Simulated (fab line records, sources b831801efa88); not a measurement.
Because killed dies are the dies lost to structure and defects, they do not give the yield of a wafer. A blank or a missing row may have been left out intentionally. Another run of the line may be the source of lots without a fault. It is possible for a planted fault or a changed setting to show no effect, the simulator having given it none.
Which of the tools did it? || flow sky130 || 12 lots with 36 wafers sampled at 4 steps, on a route of 708 steps

== WHAT THE GAUGES READ, wafer by wafer ==
SKY_LDD_N_TW_MEAS_17.
{"lot": "L995", "measured": "day 17 20:59", "on": "film-metro-01", "LDD_N_TW": "2604 2586 2596"}
{"lot": "L998", "measured": "day 19 07:55", "on": "film-metro-01", "LDD_N_TW": "2599 2590 2595"}
{"lot": "L999", "measured": "day 19 23:35", "on": "film-metro-03", "LDD_N_TW": "2604 2581 2607"}
{"lot": "L103", "measured": "day 21 10:50", "on": "film-metro-02", "LDD_N_TW": "2556 2561 2558"}
{"lot": "L105", "measured": "day 21 22:45", "on": "film-metro-03", "LDD_N_TW": "2611 2622 2609"}
{"lot": "L107", "measured": "day 22 13:17", "on": "film-metro-03", "LDD_N_TW": "2602 2603 2587"}
{"lot": "L109", "measured": "day 23 07:59", "on": "film-metro-03", "LDD_N_TW": "2601 2627 2592"}
{"lot": "L112", "measured": "day 24 07:12", "on": "film-metro-01", "LDD_N_TW": "2578 2575 2573"}
{"lot": "L113", "measured": "day 24 12:05", "on": "film-metro-03", "LDD_N_TW": "2592 2593 2597"}
{"lot": "L114", "measured": "day 24 17:53", "on": "film-metro-01", "LDD_N_TW": "2567 2565 2565"}
{"lot": "L115", "measured": "day 25 09:08", "on": "film-metro-02", "LDD_N_TW": "2541 2535 2534"}
{"lot": "L117", "measured": "day 25 23:17", "on": "film-metro-02", "LDD_N_TW": "2534 2553 2535"}

SKY_SD_P_OVL_MEAS_08.
{"lot": "L995", "measured": "day 25 14:43", "on": "overlay-02", "SD_P_OVL (nm)": "2.6 -0.3 2.5"}
{"lot": "L998", "measured": "day 27 01:40", "on": "overlay-02", "SD_P_OVL (nm)": "1.3 2.2 1.6"}
{"lot": "L999", "measured": "day 27 16:25", "on": "overlay-02", "SD_P_OVL (nm)": "2.0 1.3 0.0"}
{"lot": "L103", "measured": "day 28 22:52", "on": "overlay-02", "SD_P_OVL (nm)": "1.0 0.9 1.0"}
{"lot": "L105", "measured": "day 29 09:31", "on": "overlay-01", "SD_P_OVL (nm)": "-3.7 -2.6 -2.9"}
{"lot": "L112", "measured": "day 31 11:55", "on": "overlay-02", "SD_P_OVL (nm)": "0.7 -1.6 1.3"}
{"lot": "L113", "measured": "day 31 16:49", "on": "overlay-01", "SD_P_OVL (nm)": "-1.2 0.5 -0.8"}
{"lot": "L114", "measured": "day 31 21:04", "on": "overlay-01", "SD_P_OVL (nm)": "-1.8 -0.9 -1.9"}
{"lot": "L115", "measured": "day 32 12:34", "on": "overlay-02", "SD_P_OVL (nm)": "0.4 1.4 1.3"}
{"lot": "L117", "measured": "day 33 02:28", "on": "overlay-01", "SD_P_OVL (nm)": "0.7 -0.9 0.1"}

== WHICH TOOL RAN EACH LOT (tool, then ch and the chambers of the sampled wafers, then the start) ==
{"lot": "L995", "SKY_LDD_HVP_STRIP_09": "plasma-asher-01 ch 0,1, day 21 16:37", "SKY_SPACER_ETCHBACK_02": "rie-diel-04 ch 0,2,3, day 23 01:36"}
{"lot": "L998", "SKY_LDD_HVP_STRIP_09": "plasma-asher-02 ch 0, day 23 05:08", "SKY_SPACER_ETCHBACK_02": "rie-diel-04 ch 1,3, day 24 14:03"}
{"lot": "L999", "SKY_LDD_HVP_STRIP_09": "plasma-asher-02 ch 0,1, day 23 19:01", "SKY_SPACER_ETCHBACK_02": "rie-diel-03 ch 0,2, day 25 05:25"}
{"lot": "L103", "SKY_LDD_HVP_STRIP_09": "plasma-asher-01 ch 0,1, day 25 05:35", "SKY_SPACER_ETCHBACK_02": "rie-diel-02 ch 0,2,3, day 26 13:10"}
{"lot": "L105", "SKY_LDD_HVP_STRIP_09": "plasma-asher-02 ch 0,1, day 25 17:44", "SKY_SPACER_ETCHBACK_02": "rie-diel-02 ch 1,2, day 27 01:55"}
{"lot": "L107", "SKY_LDD_HVP_STRIP_09": "plasma-asher-01 ch 0,1, day 26 07:49", "SKY_SPACER_ETCHBACK_02": "rie-diel-04 ch 0,1,2, day 27 21:31"}
{"lot": "L109", "SKY_LDD_HVP_STRIP_09": "plasma-asher-01 ch 0,1, day 27 02:38", "SKY_SPACER_ETCHBACK_02": "rie-diel-03 ch 0,2,3, day 28 09:02"}
{"lot": "L112", "SKY_LDD_HVP_STRIP_09": "plasma-asher-03 ch 0,1, day 27 21:56", "SKY_SPACER_ETCHBACK_02": "rie-diel-04 ch 0,1,2, day 29 04:21"}
{"lot": "L113", "SKY_LDD_HVP_STRIP_09": "plasma-asher-01 ch 0,1, day 28 00:59", "SKY_SPACER_ETCHBACK_02": "rie-diel-03 ch 2,3, day 29 09:01"}
{"lot": "L114", "SKY_LDD_HVP_STRIP_09": "plasma-asher-01 ch 1, day 28 06:58", "SKY_SPACER_ETCHBACK_02": "rie-diel-04 ch 0,3, day 29 13:48"}
{"lot": "L115", "SKY_LDD_HVP_STRIP_09": "plasma-asher-02 ch 0,1, day 28 23:17", "SKY_SPACER_ETCHBACK_02": "rie-diel-03 ch 0,2,3, day 30 05:15"}
{"lot": "L117", "SKY_LDD_HVP_STRIP_09": "plasma-asher-02 ch 0,1, day 29 13:23", "SKY_SPACER_ETCHBACK_02": "rie-diel-02 ch 0,3, day 30 19:29"}
- SKY_LDD_HVP_STRIP_09: strips in O2/N2.
- SKY_SPACER_ETCHBACK_02: etches Si3N4 in CH3F/O2, stops on SiO2, time 46.7 s, target depth 45 nm.

== AS READ BY THE TOOLS THEMSELVES (means over the sampled wafers that have a number; for cases with no such wafer, the mark the record gives instead) ==
SKY_LDD_HVP_STRIP_09.
{"lot": "L995", "tool": "plasma-asher-01", "drypump-motor-current-A (A)": 5.4, "oes-product-au (a.u.)": 0.408, "strip-time-to-endpoint-s (s)": 4.135}
{"lot": "L998", "tool": "plasma-asher-02", "drypump-motor-current-A (A)": 6.0, "oes-product-au (a.u.)": 0.405, "strip-time-to-endpoint-s (s)": 4.139}
{"lot": "L999", "tool": "plasma-asher-02", "drypump-motor-current-A (A)": 6.0, "oes-product-au (a.u.)": 0.410, "strip-time-to-endpoint-s (s)": 4.116}
{"lot": "L103", "tool": "plasma-asher-01", "drypump-motor-current-A (A)": 5.3, "oes-product-au (a.u.)": 0.407, "strip-time-to-endpoint-s (s)": 4.146}
{"lot": "L105", "tool": "plasma-asher-02", "drypump-motor-current-A (A)": 6.1, "oes-product-au (a.u.)": 0.408, "strip-time-to-endpoint-s (s)": 4.135}
{"lot": "L107", "tool": "plasma-asher-01", "drypump-motor-current-A (A)": 5.4, "oes-product-au (a.u.)": 0.409, "strip-time-to-endpoint-s (s)": 4.150}
{"lot": "L109", "tool": "plasma-asher-01", "drypump-motor-current-A (A)": 5.4, "oes-product-au (a.u.)": 0.404, "strip-time-to-endpoint-s (s)": 4.127}
{"lot": "L112", "tool": "plasma-asher-03", "drypump-motor-current-A (A)": 5.3, "oes-product-au (a.u.)": 0.407, "strip-time-to-endpoint-s (s)": 4.137}
{"lot": "L113", "tool": "plasma-asher-01", "drypump-motor-current-A (A)": 5.3, "oes-product-au (a.u.)": 0.408, "strip-time-to-endpoint-s (s)": 4.148}
{"lot": "L114", "tool": "plasma-asher-01", "drypump-motor-current-A (A)": 5.2, "oes-product-au (a.u.)": 0.411, "strip-time-to-endpoint-s (s)": 4.140}
{"lot": "L115", "tool": "plasma-asher-02", "drypump-motor-current-A (A)": 6.0, "oes-product-au (a.u.)": 0.408, "strip-time-to-endpoint-s (s)": 4.118}
{"lot": "L117", "tool": "plasma-asher-02", "drypump-motor-current-A (A)": 6.1, "oes-product-au (a.u.)": 0.409, "strip-time-to-endpoint-s (s)": 4.133}

SKY_SPACER_ETCHBACK_02.
{"lot": "L995", "tool": "rie-diel-04", "O2_flow_sccm (sccm)": 30.02, "bias-w (W)": 80.11, "drypump-motor-current-A (A)": 5.8, "oes-product-au (a.u.)": 0.853, "rf-fwd-power-W (W)": 396.7, "throttle-valve-pct (%)": 10.568}
{"lot": "L998", "tool": "rie-diel-04", "O2_flow_sccm (sccm)": 29.98, "bias-w (W)": 80.01, "drypump-motor-current-A (A)": 6.0, "oes-product-au (a.u.)": 0.853, "rf-fwd-power-W (W)": 395.0, "throttle-valve-pct (%)": 10.557}
{"lot": "L999", "tool": "rie-diel-03", "O2_flow_sccm (sccm)": 30.07, "bias-w (W)": 80.17, "drypump-motor-current-A (A)": 6.0, "oes-product-au (a.u.)": 0.859, "rf-fwd-power-W (W)": 396.1, "throttle-valve-pct (%)": 10.560}
{"lot": "L103", "tool": "rie-diel-02", "O2_flow_sccm (sccm)": 29.99, "bias-w (W)": 80.19, "drypump-motor-current-A (A)": 5.8, "oes-product-au (a.u.)": 0.863, "rf-fwd-power-W (W)": 396.9, "throttle-valve-pct (%)": 10.559}
{"lot": "L105", "tool": "rie-diel-02", "O2_flow_sccm (sccm)": 29.96, "bias-w (W)": 80.31, "drypump-motor-current-A (A)": 5.6, "oes-product-au (a.u.)": 0.852, "rf-fwd-power-W (W)": 397.4, "throttle-valve-pct (%)": 10.559}
{"lot": "L107", "tool": "rie-diel-04", "O2_flow_sccm (sccm)": "-", "bias-w (W)": "-", "drypump-motor-current-A (A)": "-", "oes-product-au (a.u.)": "-", "rf-fwd-power-W (W)": "-", "throttle-valve-pct (%)": "-"}
{"lot": "L109", "tool": "rie-diel-03", "O2_flow_sccm (sccm)": "-", "bias-w (W)": "-", "drypump-motor-current-A (A)": "-", "oes-product-au (a.u.)": "-", "rf-fwd-power-W (W)": "-", "throttle-valve-pct (%)": "-"}
{"lot": "L112", "tool": "rie-diel-04", "O2_flow_sccm (sccm)": 29.97, "bias-w (W)": 79.93, "drypump-motor-current-A (A)": 6.0, "oes-product-au (a.u.)": 0.854, "rf-fwd-power-W (W)": 395.5, "throttle-valve-pct (%)": 10.562}
{"lot": "L113", "tool": "rie-diel-03", "O2_flow_sccm (sccm)": 30.01, "bias-w (W)": 79.80, "drypump-motor-current-A (A)": 5.8, "oes-product-au (a.u.)": 0.861, "rf-fwd-power-W (W)": 396.1, "throttle-valve-pct (%)": 10.564}
{"lot": "L114", "tool": "rie-diel-04", "O2_flow_sccm (sccm)": 30.02, "bias-w (W)": 79.87, "drypump-motor-current-A (A)": 5.9, "oes-product-au (a.u.)": 0.852, "rf-fwd-power-W (W)": 397.0, "throttle-valve-pct (%)": 10.554}
{"lot": "L115", "tool": "rie-diel-03", "O2_flow_sccm (sccm)": 30.07, "bias-w (W)": 79.85, "drypump-motor-current-A (A)": 6.1, "oes-product-au (a.u.)": 0.864, "rf-fwd-power-W (W)": 395.7, "throttle-valve-pct (%)": 10.565}
{"lot": "L117", "tool": "rie-diel-02", "O2_flow_sccm (sccm)": 29.89, "bias-w (W)": 79.89, "drypump-motor-current-A (A)": 6.0, "oes-product-au (a.u.)": 0.855, "rf-fwd-power-W (W)": 396.5, "throttle-valve-pct (%)": 10.568}

== THE ANSWER, worked out from the rows above alone ==
Rule: what is usual is taken from the lots themselves. Put in order of their means at a reading, lots are off if they are a third of the lots or fewer, leave a main group of 4 or more, and stand apart from it by a gap of 3 or more times the standard deviation of the main group's means; of several such gaps the widest counts. A main group whose means are all the same, to the digits that the tables above print for the reading, isn't used. A lot without any number at a reading at which 4 lots or more have one is off too. The other lots that the step has rows for count as sound. After the gauges, taken in route order, come the tools' own readings; for these a lot's mean is taken, as printed above. At the first step where some lot is off, the reading lying furthest off is the one used; lots without a number count as furthest.
Off: L107, L109, at SKY_SPACER_ETCHBACK_02 (O2_flow_sccm). Without a number there: L107, L109. The main group: mean 30.00 sccm, standard deviation 0.051.
A tool fits if, at that step or a process step before it, it ran every lot that is off, and no sound lot after the first of them. Of those tried, none fits.

== WHAT THE SIMULATOR PUT IN ==
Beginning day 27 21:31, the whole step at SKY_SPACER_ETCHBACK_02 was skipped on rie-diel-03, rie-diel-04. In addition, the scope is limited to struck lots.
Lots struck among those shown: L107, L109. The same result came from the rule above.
